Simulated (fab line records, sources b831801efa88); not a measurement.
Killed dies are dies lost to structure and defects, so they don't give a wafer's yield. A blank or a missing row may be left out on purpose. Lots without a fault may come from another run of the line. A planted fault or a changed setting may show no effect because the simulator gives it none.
fab line records | flow sky130
record lots=4 wafers=12 last_day=50
route steps=708 shown VIA2@525 METAL3@532 CAPM@537 PAD_OPEN@708
lots that met no fault: from a run of the same line without faults
start_h: hours from the record's first day to the start of the lot's first wafer shown | wait_h: hours since the lot's step before | " the same as in the row above | L1.1+2: a row that stands for several wafers | - no value, or no start given | * or withheld: withheld | < > ~ a bound
route shown NAME@n: a module of which the file shows steps, and the number in the route of the first | usual: mean/standard deviation of fault-free wafers | same: alike in all rows | chamber/n: place in a boat | sites: the reading at each site | _std_site: their standard deviation | _edge_site: outer sites' mean less inner sites' | radius_mm: how far each site lies from the wafer's centre | mask NAME#n: copy n | behind: the tool/chamber that last shaped the wafer | hold: why the lot was held/for how many hours/how that ended | device: the transistor (n, p or np) that didn't switch | end of line: the same wafers' tests at the end of the route | a step without rows: its recipe alone | killed: dies lost to structure and defects at the first sort, not the wafer's yield | map: a wafer's dies, x killed, . not, _ none there
set.NAME: the setting as run; set.NAME@STEP: as run at that earlier step | model.NAME: the simulator's own value behind a step, which no gauge read
lots at some steps of the route; a table a step, a row a wafer
services: from which hour (start_h, from the record's first day; less than 0 if before it) a tool's chamber was out of use, for how many hours, and why
## steps
# step SKY_VIA2_CLEAN_18
# recipe chemistry=IPA time_s=180 temp_c=25
# step SKY_VIA2_CLEAN_19
# recipe chemistry=O3/DIW dry=n2_spin
# step SKY_VIA2_SPUTTER_20
# recipe material=TiN target_thk_nm=20 chamber_pressure_pa=5 power_w=4000 time_s=80
# step SKY_VIA2_CVD_21
# recipe material=W target_thk_nm=420 time_s=126.4 temp_c=400 pressure_torr=40
# step SKY_VIA2_CMP_24
# recipe stop_on=SiO2 t_overpolish_s=20 down_force_psi=3.5 platen_rpm=60 target_thk_nm=0 pad_velocity_m_s=0.94248
# step SKY_METAL3_SPUTTER_00
# recipe material=Ti target_thk_nm=15 power_w=3000 time_s=10 chamber_pressure_pa=0.4
# step SKY_METAL3_SPUTTER_01
# recipe material=TiN target_thk_nm=20 power_w=6500 time_s=16.7 chamber_pressure_pa=0.4
# step SKY_METAL3_SPUTTER_02
# recipe material=AlCu target_thk_nm=735 power_w=10600 time_s=39.1 chamber_pressure_pa=0.4
# step SKY_METAL3_SPUTTER_03
# recipe material=Ti target_thk_nm=5 power_w=3000 time_s=3.3 chamber_pressure_pa=0.4
# step SKY_METAL3_SPUTTER_04
# recipe material=TiN target_thk_nm=70 power_w=6500 time_s=58.3 chamber_pressure_pa=0.4
# step SKY_CAPM_CVD_00
# recipe material=SiO2 target_thk_nm=15.5 temp_c=400 time_s=withheld rf_w=450
# usual heater_power_w=769/94
# columns lot.wafer tool chamber start_h wait_h heater_power_w model.SiO2_of_CAPM_CVD_00.thk_nm
L217.1 pecvd-03 2 860.58 0.0 864 15.72
L217.5 " 0 " " 745 15.64
L217.6 " 2 " " 852 15.73
L235.2 pecvd-03 2 985.51 0.0 804 15.23
L235.3 " 2 " " 810 15.49
L235.5 " 1 " " 603 26.96
L236.3 pecvd-03 1 998.25 0.0 741 26.72
L236.4 " 2 " " 894 15.46
L236.6 " 0 " " 703 15.4
L237.1 pecvd-04 2 1006.39 0.0 844 15.25
L237.3 " 0 " " 784 15.31
L237.6 " 2 " " 837 15.24
# step SKY_CAPM_THK_MEAS_01
# recipe reads=SiO2_of_CAPM_CVD_00
# usual CAPM_CVD_00_THK=15.46/0.22
# columns lot.wafer tool chamber start_h wait_h hold CAPM_CVD_00_THK[nm]
L217.1 film_metro-04 - 860.60 - - 15.72
L217.5 " - " " - 15.67
L217.6 " - " " - 15.68
L235.2 film_metro-04 - 985.55 - await_dispo/0.2h/release 15.17
L235.3 " - " " await_dispo/0.2h/release 15.40
L235.5 " - " " await_dispo/0.2h/release 26.96
L235.2 film_metro-04 - 985.78 0.2 - 15.21
L235.3 " - " " - 15.54
L235.5 " - " " - 26.90
L236.3 film_metro-03 - 998.29 - await_dispo/0.2h/release 26.73
L236.4 " - " " await_dispo/0.2h/release 15.48
L236.6 " - " " await_dispo/0.2h/release 15.44
L236.3 film_metro-03 - 998.51 0.2 - 26.71
L236.4 " - " " - 15.45
L236.6 " - " " - 15.37
L237.1 film_metro-03 - 1006.42 - - 15.25
L237.3 " - " " - 15.36
L237.6 " - " " - 15.27
# step SKY_CAPM_SPUTTER_02
# recipe material=TiN target_thk_nm=200 temp_c=300 power_w=6500 time_s=166.7 chamber_pressure_pa=0.4
# usual chamber_pressure_pa=0.4000/0.00087 throttle_valve_pct=30.0/0.8
# columns lot.wafer tool chamber start_h wait_h hold chamber_pressure_pa throttle_valve_pct
L217.1 pvd_sputter-01 - 860.66 0.1 - 0.4000 30.9
L217.5 " - " " - 0.4004 29.7
L217.6 " - " " - 0.4009 31.0
L235.2 pvd_sputter-03 - 987.22 1.4 await_dispo/1.4h/release 0.3994 30.6
L235.3 " - " " await_dispo/1.4h/release 0.3986 30.9
L235.5 " - " " await_dispo/1.4h/release 0.4007 30.1
L237.1 pvd_sputter-02 - 1006.48 0.1 - 0.4011 30.2
L237.3 " - " " - 0.3999 30.3
L237.6 " - " " - 0.4006 30.4
L236.3 pvd_sputter-01 - 1008.69 10.2 await_dispo/10.1h/release 0.4004 29.7
L236.4 " - " " await_dispo/10.1h/release 0.3993 30.1
L236.6 " - " " await_dispo/10.1h/release 0.3989 30.0
# step SKY_CAPM_DEHYDRATE_05
# recipe temp_c=200 time_s=60
# step SKY_CAPM_HMDS_06
# recipe prime_time_s=60 prime_temp_c=120
# step SKY_CAPM_COAT_07
# recipe resist=NOVOLAK spin_rpm=3000 resist_thk_nm=1140
# step SKY_CAPM_SOFTBAKE_08
# recipe temp_c=90 time_s=60 resist=NOVOLAK
# step SKY_CAPM_EXPOSE_09
# recipe mask_id=CAPM na=0.6 source_shape=conventional sigma_outer=0.6 polarization=unpolarized target_cd_nm=1000 dose_mj=159
# step SKY_CAPM_PEB_10
# recipe temp_c=withheld time_s=* resist=NOVOLAK
# step SKY_CAPM_DEVELOP_11
# recipe resist=NOVOLAK developer=TMAH develop_time_s=60 dev_temp_c=23
# step SKY_CAPM_METAL_ETCH_13
# recipe target_depth_nm=220 stop_on=SiO2 chemistry=Cl2/BCl3 target=TiN pressure_mtorr=10 icp_w=900 bias_w=48.5 Cl2_flow_sccm=60 bcl3_flow_sccm=30 time_s=62.9
# step SKY_CAPM_STRIP_14
# recipe chemistry=O2/N2 power_w=1400 pressure_mtorr=1500 platen_temp_c=withheld o2_flow_sccm=3000 n2_flow_sccm=300 overash_fraction=0.5
# step SKY_CAPM_STRIP_15
# recipe chemistry=post_etch_residue_remover time_s=1200 temp_c=72.5
# step SKY_CAPM_CLEAN_16
# recipe chemistry=IPA time_s=180 temp_c=25
# step SKY_CAPM_CLEAN_17
# recipe chemistry=O3/DIW dry=n2_spin
# step SKY_METAL3_DEHYDRATE_05
# recipe temp_c=200 time_s=60
# step SKY_METAL3_HMDS_06
# recipe prime_time_s=60 prime_temp_c=120
# step SKY_METAL3_COAT_07
# recipe resist=BARC temp_c=withheld time_s=withheld spin_rpm=3000 resist_thk_nm=60
# step SKY_METAL3_COAT_08
# recipe resist=KrF-thick spin_rpm=3000 resist_thk_nm=1140
# step SKY_METAL3_SOFTBAKE_09
# recipe temp_c=100 time_s=90 resist=KrF-thick
# step SKY_METAL3_EXPOSE_10
# recipe mask_id=MM3 na=0.68 source_shape=annular sigma_inner=0.4 sigma_outer=0.8 target_cd_nm=300 dose_mj=28
# step SKY_METAL3_PEB_11
# recipe peb_temp_c=withheld peb_time_s=withheld resist=KrF-thick
# step SKY_METAL3_DEVELOP_12
# recipe develop_time_s=60 resist=KrF-thick dev_temp_c=21
# step SKY_METAL3_DESCUM_15
# recipe chemistry=O2 source_power_w=150 bias_power_w=0 pressure_mtorr=10 temp_c=40 time_s=8
# step SKY_METAL3_ETCH_16
# recipe chemistry=N2/H2 target=BARC ion_energy_ev=200 bias_w=100 pressure_mtorr=30 n2_flow_sccm=100 h2_flow_sccm=200 icp_w=500 stop_on=SiO2 time_s=88.2 target_depth_a=600
# step SKY_METAL3_ETCH_17
# recipe target=SiO2 stop_on=TiN chemistry=C4F8/O2/Ar source_w=1500 bias_w=1200 pressure_mtorr=40 c4f8_flow_sccm=withheld O2_flow_sccm=6 Ar_flow_sccm=300 time_s=3.9 target_depth_a=150
# usual chamber_pressure_mTorr=40.00/0.037 oes_product_au=0.754/0.0069
# columns lot.wafer tool chamber start_h wait_h chamber_pressure_mTorr oes_product_au rf_hours_counter_h model.etch.depth_nm
L217.1 rie_diel-04 3 913.42 0.1 40.05 0.756 22 15.72
L217.5 " 0 " " 39.96 0.759 - 15.64
L217.6 " 3 " " 39.97 0.763 - 15.73
L235.2 rie_diel-02 0 1033.14 0.1 39.97 0.747 6 15.23
L235.3 " 3 " " 40.05 0.747 17 15.49
L235.5 " 1 " " 40.02 1.016 - 25.83
L236.3 rie_diel-02 1 1045.67 0.0 39.93 1.017 12 26.11
L236.4 " 2 " " 39.95 0.751 3 15.46
L236.6 " 0 " " 40.00 0.752 - 15.4
L237.1 rie_diel-04 2 1053.79 0.1 40.04 0.752 15 15.25
L237.3 " 3 " " 39.98 0.743 27 15.31
L237.6 " 0 " " 39.98 0.746 - 15.24
# step SKY_PAD_OPEN_PROBE_99
# usual defect_limited_yield=82.7/2 killed_at_M0_to_M3=42/6.8 killed_at_M4_up=3.2/1.8 killed_at_contacts=25/5.4 killed_at_front_end=15/4.5 killed_at_other=0.3/0.56 killed_dies=85/9.7 killed_open=46/7.1 killed_short=39/6.5
# same gross_dies=492 killed_at_back_side=0
# columns lot.wafer tool chamber start_h wait_h defect_limited_yield[%] killed_at_M0_to_M3 killed_at_M4_up killed_at_contacts killed_at_front_end killed_at_other killed_dies killed_open killed_short model.etest.tester.sort_n_pass model.etest.tester.sort_yield_pct model.etest.tester.sort_bin_3_pct model.etest.tester.sort_bin_5_pct model.etest.met4_comb.over_limit model.etest.iso_ndiff_nwell.over_limit model.etest.res_pwell_under_gate.short model.etest.nfet_16v.short
L217.1 prober-01 - 1086.48 0.1 79.3 49 4 27 22 0 102 52 50 390 79.27 1.829 11.79 0 0 0 0
L217.5 prober-01 - 1086.68 0.2 84.8 33 4 22 16 0 75 44 31 417 84.76 0.6098 8.74 0 0 0 0
L217.6 prober-01 - 1086.73 0.2 82.3 41 4 29 13 0 87 39 48 405 82.32 1.016 10.57 0 0 0 0
L235.2 prober-01 - 1181.47 0.1 85.0 39 1 22 12 0 74 43 31 418 84.96 0.2033 10.16 0 0 0 0
L235.3 prober-01 - 1181.52 0.2 82.1 43 3 27 15 0 88 47 41 404 82.11 0.813 10.98 0 0 0 0
L235.5 prober-01 - 1181.62 0.2 83.3 37 3 20 21 1 82 49 33 0 0 80.22 15.31 1 1 1 1
L236.3 prober-02 - 1190.72 0.2 85.0 33 3 27 11 0 74 38 36 0 0 70.16 23.94 1 1 1 1
L236.4 prober-02 - 1190.77 0.2 81.7 50 1 26 13 0 90 45 45 402 81.71 1.423 12.4 0 0 0 0
L236.6 prober-02 - 1190.87 0.2 82.7 47 5 19 13 1 85 48 36 407 82.72 1.423 9.756 0 0 0 0
L237.1 prober-02 - 1198.04 0.1 80.5 52 4 28 12 0 96 46 49 396 80.49 1.016 13.41 0 0 0 0
L237.3 prober-02 - 1198.14 0.2 78.7 62 4 22 17 0 105 58 47 387 78.66 2.642 14.63 0 0 0 0
L237.6 prober-02 - 1198.29 0.2 82.1 51 4 20 13 0 88 46 42 404 82.11 0.6098 12.2 0 0 0 0
# killed by level:class
L217.1 VIA1:geometric_particle:open=11 CONTACT:geometric_particle:open=9 METAL2:geometric_particle:short=7 CONTACT:geometric_particle:short=7 POLY_GATE:geometric_particle:open=6 VIA2:geometric_particle:short=6 LI_CONTACT:geometric_particle:open=6 METAL1:geometric_particle:short=6
L217.5 VIA1:geometric_particle:open=8 FIELD_ISO:geometric_particle:short=7 LI_CONTACT:geometric_particle:open=7 VIA2:geometric_particle:open=7 CONTACT:geometric_particle:open=6 CONTACT:geometric_particle:short=4 POLY_GATE:geometric_particle:open=4 METAL4:geometric_particle:short=4
L217.6 VIA1:geometric_particle:short=11 LI_CONTACT:geometric_particle:open=8 CONTACT:geometric_particle:open=8 CONTACT:geometric_particle:short=7 VIA2:geometric_particle:open=7 FIELD_ISO:geometric_particle:short=5 METAL2:geometric_particle:short=5 FIELD_ISO:geometric_particle:open=4
L235.2 CONTACT:geometric_particle:open=8 METAL1:geometric_particle:short=8 VIA1:geometric_particle:open=8 VIA2:geometric_particle:open=6 FIELD_ISO:geometric_particle:open=5 VIA3:geometric_particle:open=5 LI_CONTACT:geometric_particle:open=4 LOCAL_INTERCONNECT:geometric_particle:short=4
L235.3 CONTACT:geometric_particle:open=11 VIA1:geometric_particle:open=10 LI_CONTACT:geometric_particle:open=7 VIA1:geometric_particle:short=6 VIA2:geometric_particle:open=6 LOCAL_INTERCONNECT:geometric_particle:short=5 VIA3:geometric_particle:open=5 POLY_GATE:geometric_particle:short=4
L235.5 FIELD_ISO:geometric_particle:open=8 LI_CONTACT:geometric_particle:open=7 VIA1:geometric_particle:open=7 VIA3:geometric_particle:open=7 METAL1:geometric_particle:short=6 CONTACT:geometric_particle:open=6 VIA2:geometric_particle:open=6 POLY_GATE:geometric_particle:short=5
L236.3 LI_CONTACT:geometric_particle:open=8 CONTACT:geometric_particle:open=8 VIA3:geometric_particle:short=6 VIA1:geometric_particle:short=6 POLY_GATE:geometric_particle:open=5 LI_CONTACT:geometric_particle:short=5 VIA1:geometric_particle:open=5 FIELD_ISO:geometric_particle:open=4
L236.4 CONTACT:geometric_particle:open=14 VIA1:geometric_particle:open=10 METAL1:geometric_particle:short=8 METAL2:geometric_particle:short=6 METAL3:geometric_particle:short=6 VIA1:geometric_particle:short=5 VIA3:geometric_particle:open=5 FIELD_ISO:geometric_particle:short=4
L236.6 VIA3:geometric_particle:open=9 CONTACT:geometric_particle:open=7 VIA1:geometric_particle:open=7 VIA2:geometric_particle:open=5 METAL2:geometric_particle:short=5 VIA3:geometric_particle:short=5 FIELD_ISO:geometric_particle:short=3 POLY_GATE:geometric_particle:short=3
L237.1 CONTACT:geometric_particle:open=10 VIA2:geometric_particle:open=9 VIA1:geometric_particle:open=9 CONTACT:geometric_particle:short=7 VIA1:geometric_particle:short=7 LOCAL_INTERCONNECT:geometric_particle:short=6 METAL1:geometric_particle:short=6 VIA2:geometric_particle:short=5
L237.3 VIA1:geometric_particle:open=21 METAL2:geometric_particle:short=10 VIA3:geometric_particle:open=8 FIELD_ISO:geometric_particle:short=7 LI_CONTACT:geometric_particle:open=6 METAL1:geometric_particle:short=6 CONTACT:geometric_particle:open=6 VIA1:geometric_particle:short=5
L237.6 VIA1:geometric_particle:open=12 METAL1:geometric_particle:short=7 CONTACT:geometric_particle:short=7 METAL2:geometric_particle:short=7 CONTACT:geometric_particle:open=6 FIELD_ISO:geometric_particle:open=5 METAL3:geometric_particle:short=4 POLY_GATE:geometric_particle:open=4
## services
# columns tool chamber start_h hours kind
rie_diel-02 1 837.53 7.4 repair
pecvd-04 - 840.27 0.8 repair
pecvd-03 0 852.99 - calibration
pvd_sputter-01 - 857.49 0.5 repair
pvd_sputter-02 - 891.58 9.5 repair
pvd_sputter-01 - 897.41 1.5 repair
pvd_sputter-03 - 918.92 2.0 repair
rie_diel-02 2 935.33 3.2 repair
rie_diel-02 2 939.98 - clean
rie_diel-02 2 939.98 - consumable_replace:showerhead
pecvd-04 0 946.42 11.2 repair
pvd_sputter-01 - 957.61 5.0 repair
rie_diel-02 1 963.45 19.8 repair
pecvd-03 0 967.13 29.9 repair
pecvd-04 - 970.69 28.1 pm
pecvd-03 1 971.42 5.6 repair
pecvd-03 - 981.08 1.8 repair
rie_diel-04 - 990.30 0.2 repair
pecvd-03 1 999.38 - clean
pecvd-03 1 999.38 - consumable_replace:showerhead
pecvd-03 1 999.38 29.0 scheduled_down
pecvd-03 1 999.38 29.0 vent_cycle
rie_diel-04 0 1019.98 5.1 repair
pvd_sputter-02 - 1024.18 5.1 repair
## key
first_sign step=SKY_CAPM_THK_MEAS_01 reading=visit direction=added
effect step=SKY_CAPM_THK_MEAS_01 reading=CAPM_CVD_00_THK direction=up sigmas=53 usual=15.46 struck=26.85
effect step=SKY_METAL3_ETCH_17 reading=oes_product_au direction=up sigmas=38 usual=0.754 struck=1.017
model_effect step=SKY_CAPM_CVD_00 value=SiO2_of_CAPM_CVD_00.thk_nm without=15.38 struck=26.84
model_effect step=SKY_METAL3_ETCH_17 value=etch.depth_nm without=15.38 struck=25.97
model_effect step=SKY_PAD_OPEN_PROBE_99 value=etest.tester.sort_n_pass without=414 struck=0
met_at SKY_CAPM_CVD_00
struck_wafers L235.5,L236.3
fault kind=process_parameter_drift tool=pecvd-03 chamber=1 onset_h=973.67 steps=SKY_CAPM_CVD_00 channel=target_thk_nm offset=11.473 shape=step end_h=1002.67 acts_in=these_recipes_only stated=15.5
